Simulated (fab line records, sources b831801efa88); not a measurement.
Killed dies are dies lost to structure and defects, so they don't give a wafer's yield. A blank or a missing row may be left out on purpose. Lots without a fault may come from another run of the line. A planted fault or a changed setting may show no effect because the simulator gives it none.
A struck lot beside a sound one | flow sfq_line | 42 steps out of a route of 325
Sound: wafers L902.4, L902.5, L902.6. Struck: wafers L910.2, L910.6. (L910.4 of the same lot was not struck and is left out.) The cause comes at the end.
At each step with rows: each side's tool, then ch and its chambers, then its first start. Under that, the readings that differ: sound wafers | struck wafers | difference of the means | sigmas: that difference in standard deviations of wafers without a fault.
alike: readings whose means differ by less than 2 such deviations, and words and numbers that are the same on both sides. not compared: withheld readings, readings that some wafer has no value for, bounds like >300 that may hide the same value, and numbers for which the record gives no deviation and whose values overlap.
The two part at a step that has a row with sigmas, a row that says differs or no value, or rows on one side only. Numbers that don't overlap but have no deviation are shown without sigmas and don't part them. A reading that every wafer of one side lacks parts them only if that side has two wafers or more.

first, 6 steps without rows for these wafers: SFQ_TRILAYER_M6_LITHO_COAT_164 (resist thk 62 nm); SFQ_TRILAYER_M6_LITHO_COAT_159 (resist thk 600 nm); SFQ_TRILAYER_M6_LITHO_SOFTBAKE_163; SFQ_TRILAYER_M6_LITHO_EXPOSE_160 (exposes mask M6, target cd 500 nm); SFQ_TRILAYER_M6_LITHO_PEB_162 (peb time 60 s); SFQ_TRILAYER_M6_LITHO_DEVELOP_161 (time 60 s).
SFQ_M6_OVL_MEAS_940:
  sound on overlay-01, day 69 10:27; struck on overlay-02, day 76 16:49
  alike: M6_OVL
SFQ_TRILAYER_M6_BARC_OPEN_METAL_ETCH_206: etches BARC in O2, target depth 125 nm, time 41.7 s.
  sound on rie_metal-02 ch 0,1, day 69 10:29; struck on rie_metal-01 ch 0, day 76 16:50
  alike: drypump_motor_current_A, oes_product_au
  not compared: rf_hours_counter_h
SFQ_TRILAYER_M6_ETCH_METAL_ETCH_162: etches Nb in Cl2/Ar, stops on SiO2, target depth 240 nm, time 120 s.
  sound on rie_metal-02 ch 0,1, day 69 10:34; struck on rie_metal-01 ch 0, day 76 16:54
  alike: drypump_motor_current_A, oes_product_au
  not compared: rf_hours_counter_h
SFQ_TRILAYER_M6_STRIP_STRIP_163: strips in O2.
  sound on rie_metal-02 ch 0,1, day 69 10:51; struck on rie_metal-01 ch 0, day 76 17:01
  alike: drypump_motor_current_A, oes_product_au
  not compared: rf_hours_counter_h
then, 2 steps without rows for these wafers: SFQ_TRILAYER_M6_STRIP_SOLV_CLEAN_164 (cleans in NMP, time 600 s); SFQ_TRILAYER_I6_DEP_PECVD_165 (deposits SiO2 from SiH4/N2O, time 111.11 s, target thk 500 nm).
SFQ_TRILAYER_I6_CMP_CMP_166: polishes SiO2.
  sound on cmp-01 ch 1,2,3, day 69 16:16; struck on cmp-01 ch 2, day 76 19:07
  reading                                             | sound             | struck    | difference | sigmas
  time_to_endpoint_s (s)                              | 226 224 227       | 177 189   | -43        | -5
  model.SiO2_of_TRILAYER_I6_DEP_PECVD_165.thk_nm (nm) | 200.8 200.8 200.9 | 252 251.1 | +51        |
  alike: motor_current_A, slurry_filter_dp_kPa, slurry_flow_ml_min
SFQ_I6_BOW_MEAS_941:
  sound on film_metro-02, day 69 17:49; struck on film_metro-02, day 76 21:38
  reading     | sound    | struck | difference | sigmas
  I6_BOW (um) | 25 26 16 | -14 8  | -25        | -2
SFQ_TRILAYER_I6_METRO_MEASURE_167:
  sound on film_metro-02, day 69 18:29; struck on film_metro-02, day 76 21:56
  reading     | sound             | struck      | difference | sigmas
  thk_nm (nm) | 200.7 200.8 201.0 | 252.0 250.8 | +50.6      | +46
then, 6 steps without rows for these wafers: SFQ_TRILAYER_I6_VIA_LITHO_COAT_174 (resist thk 62 nm); SFQ_TRILAYER_I6_VIA_LITHO_COAT_169 (resist thk 650 nm); SFQ_TRILAYER_I6_VIA_LITHO_SOFTBAKE_173; SFQ_TRILAYER_I6_VIA_LITHO_EXPOSE_170 (exposes mask I6, target cd 700 nm); SFQ_TRILAYER_I6_VIA_LITHO_PEB_172 (peb time 60 s); SFQ_TRILAYER_I6_VIA_LITHO_DEVELOP_171 (time 60 s).
SFQ_I6_OVL_MEAS_942:
  sound on overlay-02, day 69 22:10; struck on overlay-02, day 77 06:01
  alike: I6_OVL
then, 1 step without rows for these wafers: SFQ_TRILAYER_I6_VIA_BARC_OPEN_VIA_ETCH_235 (etches BARC in O2, target depth 125 nm, time 41.7 s).
SFQ_TRILAYER_I6_VIA_ETCH_VIA_ETCH_172: etches SiO2 in CHF3, stops on Nb, target depth 260 nm.
  sound on rie_diel-03 ch 0,2,3, day 69 22:17; struck on rie_diel-03 ch 0,2, day 77 06:05
  reading                        | sound             | struck      | difference | sigmas
  oes_product_au (a.u.)          | 0.853 0.860 0.854 | 0.978 0.978 | +0.122     | +24
  model.I6.feature_depth_nm (nm) | 200.8 200.8 200.9 | 252 251.1   | +51        |
  model.etch.depth_nm (nm)       | 200.8 200.8 200.9 | 252 251.1   | +51        |
  alike: drypump_motor_current_A
then, 2 steps without rows for these wafers: SFQ_TRILAYER_I6_VIA_STRIP_STRIP_173 (strips in O2); SFQ_TRILAYER_I6_VIA_STRIP_SOLV_CLEAN_174 (cleans in NMP, time 600 s).
SFQ_TRILAYER_M7_DEP_PRE_CLEAN_176: time 22.5 s.
  sound on pvd_sputter-05, day 69 23:43; struck on pvd_sputter-04, day 77 06:58
  reading                                             | sound             | struck      | difference | sigmas
  model.SiO2_of_TRILAYER_I6_DEP_PECVD_165.thk_nm (nm) | 193.3 193.3 193.4 | 244.5 243.6 | +50.7      |
then, 1 step without rows for these wafers: SFQ_TRILAYER_M7_DEP_SPUTTER_175 (material Nb, target thk 200 nm, time 133.3 s).
SFQ_M7_RS_MEAS_943: measures by four-point-probe.
  sound on film_metro-01, day 69 23:54; struck on film_metro-04, day 77 07:07
  alike: M7_NB_RS
then, 6 steps without rows for these wafers: SFQ_TRILAYER_M7_LITHO_COAT_182 (resist thk 62 nm); SFQ_TRILAYER_M7_LITHO_COAT_177 (resist thk 600 nm); SFQ_TRILAYER_M7_LITHO_SOFTBAKE_181; SFQ_TRILAYER_M7_LITHO_EXPOSE_178 (exposes mask M7, target cd 500 nm); SFQ_TRILAYER_M7_LITHO_PEB_180 (peb time 60 s); SFQ_TRILAYER_M7_LITHO_DEVELOP_179 (time 60 s).
SFQ_M7_OVL_MEAS_945:
  sound on overlay-02, day 75 06:10; struck on overlay-02, day 77 13:13
  alike: M7_OVL
SFQ_TRILAYER_M7_BARC_OPEN_METAL_ETCH_229: etches BARC in O2, target depth 125 nm, time 41.7 s.
  sound on rie_metal-03 ch 0,1, day 75 06:13; struck on rie_metal-04 ch 0, day 77 13:14
  reading                     | sound       | struck  | difference | sigmas
  drypump_motor_current_A (A) | 6.4 6.4 5.1 | 4.9 4.9 | -1.1       | -2
  alike: oes_product_au
  not compared: rf_hours_counter_h
then, 3 steps without rows for these wafers: SFQ_TRILAYER_M7_ETCH_METAL_ETCH_180 (etches Nb in Cl2/Ar, stops on SiO2, target depth 240 nm, time 120 s); SFQ_TRILAYER_M7_STRIP_STRIP_181 (strips in O2); SFQ_TRILAYER_M7_STRIP_SOLV_CLEAN_182 (cleans in NMP, time 600 s).
SFQ_TRILAYER_I7_DEP_PECVD_183: deposits SiO2 from SiH4/N2O, time 111.11 s, target thk 500 nm.
  sound on pecvd-02 ch 0,1,2, day 75 07:27; struck on pecvd-02 ch 1,2, day 77 14:12
  alike: heater_power_w, showerhead_vpp_V, throttle_valve_pct
-- the record jumps here: 9 days lie between the struck wafers' starts before and after --
SFQ_M8_BOW_MEAS_951:
  sound on film_metro-04, day 84 05:31; struck on film_metro-03, day 86 07:08
  reading                 | sound            | struck      | difference | sigmas
  M8_BOW (um)             | 24 23 14         | -15 6       | -25        | -2
  model.etest.i6.link_ohm | 1.862 1.852 1.85 | 1.899 1.893 | +0.041     |

WHERE THEY PART
First at SFQ_TRILAYER_I6_CMP_CMP_166; last, within this record, at SFQ_M8_BOW_MEAS_951.

WHY: what the simulator had put in
Process parameter drift: cmp-01, from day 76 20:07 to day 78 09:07, at SFQ_TRILAYER_I6_CMP_CMP_166. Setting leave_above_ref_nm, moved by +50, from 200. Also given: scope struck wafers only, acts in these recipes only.
